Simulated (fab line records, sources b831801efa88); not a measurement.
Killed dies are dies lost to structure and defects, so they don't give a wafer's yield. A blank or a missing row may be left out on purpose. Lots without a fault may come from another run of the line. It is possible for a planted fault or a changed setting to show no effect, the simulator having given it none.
Which tool did it? | flow gf180mcu | Sampling: 13 lots, 39 wafers, 5 of 602 route steps

WHAT EACH GAUGE READ, for each wafer
GF_STI_BOW_MEAS_00. Usual: INCOMING_BOW -1 um, standard deviation 6.
lot  | measured    | on           | INCOMING_BOW (um) | flag
L617 | day 1 10:01 | filmMetro-01 | 6 -4 -11          | 
L619 | day 1 20:00 | filmMetro-03 | -3 -1 -7          | 
L622 | day 2 11:00 | filmMetro-01 | -2 2 -5           | 
L625 | day 3 02:01 | filmMetro-01 | -4 -16 -4         | 
L626 | day 3 07:00 | filmMetro-01 | 2 -5 -7           | 
L630 | day 4 03:00 | filmMetro-03 | -4 -8 -6          | 
L631 | day 4 08:04 | filmMetro-01 | 6 4 -8            | 
L633 | day 4 18:00 | filmMetro-04 | 11 -6 -4          | 
L635 | day 5 04:00 | filmMetro-03 | -5 11 -6          | 
L636 | day 5 09:00 | filmMetro-03 | 3 -3 -8           | 
L637 | day 5 14:00 | filmMetro-03 | 4 -8 -10          | 
L638 | day 5 19:02 | filmMetro-03 | 4 -6 3            | 
L639 | day 6 00:04 | filmMetro-03 | -11 -8 4          | 

GF_STI_THK_MEAS_22. Usual: STI_OXIDATION_01_THK 15.02 nm, standard deviation 0.26.
lot  | measured    | on           | STI_OXIDATION_01_THK (nm) | flag
L617 | day 2 04:08 | filmMetro-03 | 15.05 14.92 14.72         | 
L619 | day 2 14:49 | filmMetro-03 | 15.23 15.35 15.60         | 
L622 | day 3 05:40 | filmMetro-04 | 14.95 15.09 15.02         | 
L625 | day 3 20:35 | filmMetro-03 | 14.76 15.23 14.93         | 
L626 | day 4 03:28 | filmMetro-01 | 15.09 14.99 14.98         | 
L630 | day 4 23:23 | filmMetro-03 | 14.86 15.10 14.78         | 
L631 | day 5 02:57 | filmMetro-04 | 14.73 14.89 14.75         | 
L633 | day 5 13:40 | filmMetro-01 | 14.59 14.95 14.66         | 
L635 | day 6 00:01 | filmMetro-01 | 15.36 15.33 14.98         | 
L636 | day 6 05:16 | filmMetro-04 | 14.63 14.55 14.47         | 
L637 | day 6 09:58 | filmMetro-04 | 14.81 14.50 14.82         | 
L638 | day 6 17:04 | filmMetro-04 | 15.20 15.42 15.17         | 
L639 | day 6 21:50 | filmMetro-04 | 14.75 14.85 15.01         | 

GF_VT_IMPLANT_RS_MEAS_47: a four-point-probe measurement. Usual: NWELL_RS 486.9 ohm/sq, standard deviation 1.2.
lot  | measured     | on           | NWELL_RS (ohm/sq) | flag
L617 | day 7 14:45  | filmMetro-02 | 488.7 489.5 489.9 | 
L619 | day 8 06:14  | filmMetro-01 | 486.5 486.2 486.6 | 
L622 | day 9 00:37  | filmMetro-02 | 486.5 486.2 487.1 | 
L625 | day 9 20:58  | filmMetro-01 | 476.3 474.6 474.8 | OFF
L626 | day 10 07:25 | filmMetro-02 | 473.9 475.0 475.9 | OFF
L630 | day 11 07:14 | filmMetro-02 | 487.7 487.2 488.9 | 
L631 | day 11 11:17 | filmMetro-01 | 487.7 486.0 486.0 | 
L633 | day 12 02:04 | filmMetro-01 | 485.2 484.7 485.0 | 
L635 | day 12 13:02 | filmMetro-01 | 486.0 486.2 486.5 | 
L636 | day 12 18:35 | filmMetro-04 | 488.7 488.5 487.8 | 
L637 | day 13 11:38 | filmMetro-02 | 487.3 487.7 487.7 | 
L638 | day 13 13:40 | filmMetro-04 | 484.8 486.8 487.4 | 
L639 | day 13 14:56 | filmMetro-01 | 484.8 484.4 484.8 | 

WHAT TOOL EACH LOT RAN ON (gives the tool, then ch and the chambers of the sampled wafers, and finally the start)
lot  | GF_STI_CMP_25                | GF_NWELL_IMPLANT_09
L617 | cmp-02 ch 0,3, day 2 04:19   | implanter-03 ch 0, day 3 07:28
L619 | cmp-02 ch 0,1,2, day 2 15:04 | implanter-03 ch 0, day 3 20:05
L622 | cmp-02 ch 1,2,3, day 3 05:54 | implanter-02 ch 0, day 4 11:22
L625 | cmp-02 ch 0,1,3, day 3 20:49 | implanter-03 ch 0, day 5 03:44
L626 | cmp-01 ch 0,2,3, day 4 03:53 | implanter-03 ch 0, day 5 11:10
L630 | cmp-02 ch 2,3, day 4 23:35   | implanter-01 ch 0, day 6 07:40
L631 | cmp-02 ch 0,2,3, day 5 03:16 | implanter-02 ch 0, day 6 11:40
L633 | cmp-02 ch 0,1,3, day 5 14:01 | implanter-02 ch 0, day 6 23:29
L635 | cmp-01 ch 1,2, day 6 00:17   | implanter-02 ch 0, day 7 09:10
L636 | cmp-01 ch 2,3, day 6 05:27   | implanter-03 ch 0, day 7 15:14
L637 | cmp-01 ch 0,2,3, day 6 10:12 | implanter-03 ch 0, day 7 20:26
L638 | cmp-01 ch 1,2,3, day 6 17:23 | implanter-03 ch 0, day 8 04:38
L639 | cmp-01 ch 2,3, day 6 22:05   | implanter-03 ch 0, day 8 09:08
- GF_STI_CMP_25: polishes, stops on Si3N4, t overpolish 33 s, target thk 524.6 nm.
- GF_NWELL_IMPLANT_09

AS READ BY THE TOOLS THEMSELVES (means over the sampled wafers that have a number; for cases with no such wafer, the mark the record gives instead)
GF_STI_CMP_25. Usual: motorCurrentA 11.8 A, standard deviation 1.2; overpolishRunS 32.999 s, standard deviation 0.0095; slurryFlowMlMin 150.0, standard deviation 0.49; timeToEndpointS 121 s, standard deviation 3.8.
lot  | tool   | motorCurrentA (A) | overpolishRunS (s) | slurryFlowMlMin | timeToEndpointS (s) | flag
L617 | cmp-02 | 11.5              | 33.002             | 149.9           | 120                 | 
L619 | cmp-02 | 11.7              | 32.991             | 149.3           | 123                 | 
L622 | cmp-02 | 11.9              | 32.992             | 150.3           | 121                 | 
L625 | cmp-02 | 12.6              | 33.004             | 150.3           | 120                 | 
L626 | cmp-01 | 11.5              | 32.994             | 150.9           | 120                 | 
L630 | cmp-02 | 11.1              | 33.000             | 150.2           | 122                 | 
L631 | cmp-02 | 10.9              | 32.989             | 149.8           | 122                 | 
L633 | cmp-02 | 12.1              | 33.001             | 150.0           | 121                 | 
L635 | cmp-01 | 11.6              | 33.002             | 149.6           | 122                 | 
L636 | cmp-01 | 11.1              | 33.002             | 149.7           | 123                 | 
L637 | cmp-01 | 12.3              | 32.995             | 149.7           | 120                 | 
L638 | cmp-01 | 12.0              | 33.000             | 149.9           | 119                 | 
L639 | cmp-01 | 12.3              | 32.999             | 150.3           | 121                 | 

GF_NWELL_IMPLANT_09. Usual: doseIonsCm2 4e+12, standard deviation 4.4e+09; endStationPressureTorr 5.04e-06 Torr, standard deviation 2.6e-07; faradayCurrentUA 22.5, standard deviation 0.46.
lot  | tool         | doseIonsCm2 | endStationPressureTorr (Torr) | faradayCurrentUA | flag
L617 | implanter-03 | 4e+12       | 4.86e-06                      | 22.5             | 
L619 | implanter-03 | 4e+12       | 4.92e-06                      | 22.8             | 
L622 | implanter-02 | 4e+12       | 5.11e-06                      | 22.6             | 
L625 | implanter-03 | 5e+12       | 4.99e-06                      | 26.8             | OFF
L626 | implanter-03 | 5e+12       | 4.94e-06                      | 26.5             | OFF
L630 | implanter-01 | 4e+12       | 4.79e-06                      | 22.3             | 
L631 | implanter-02 | 4e+12       | 4.95e-06                      | 22.6             | 
L633 | implanter-02 | 4e+12       | 5.13e-06                      | 22.3             | 
L635 | implanter-02 | 4e+12       | 4.87e-06                      | 22.9             | 
L636 | implanter-03 | 4e+12       | 4.96e-06                      | 22.4             | 
L637 | implanter-03 | 4e+12       | 5.01e-06                      | 22.4             | 
L638 | implanter-03 | 4e+12       | 5.15e-06                      | 22.7             | 
L639 | implanter-03 | 4e+12       | 4.98e-06                      | 22.4             | 

THE ANSWER, worked out from the rows above alone
Rule: a lot is off if the mean of its wafers that have a number lies more than 3 standard deviations from the usual mean. Also off: a lot with no number at a reading for which 4 or more lots have one. The other lots that the step has rows for count as sound. After the gauges, taken in route order, come the tools' own readings; for these a lot's mean is taken, as printed above. The first step at which some lot is off is used, and at that step the reading that is off furthest; a lot without a number counts as furthest.
Off: at GF_VT_IMPLANT_RS_MEAS_47 (NWELL_RS), L625, L626.
A tool fits if, at a process step before that reading, it ran every lot that is off, and no sound lot after the first of them. Not tried: the gauges at GF_VT_IMPLANT_RS_MEAS_47; whatever is off there is also off at GF_NWELL_IMPLANT_09, on other tools, and gauge error can't account for it. Of those tried, none fits.

WHAT THE SIMULATOR PUT IN
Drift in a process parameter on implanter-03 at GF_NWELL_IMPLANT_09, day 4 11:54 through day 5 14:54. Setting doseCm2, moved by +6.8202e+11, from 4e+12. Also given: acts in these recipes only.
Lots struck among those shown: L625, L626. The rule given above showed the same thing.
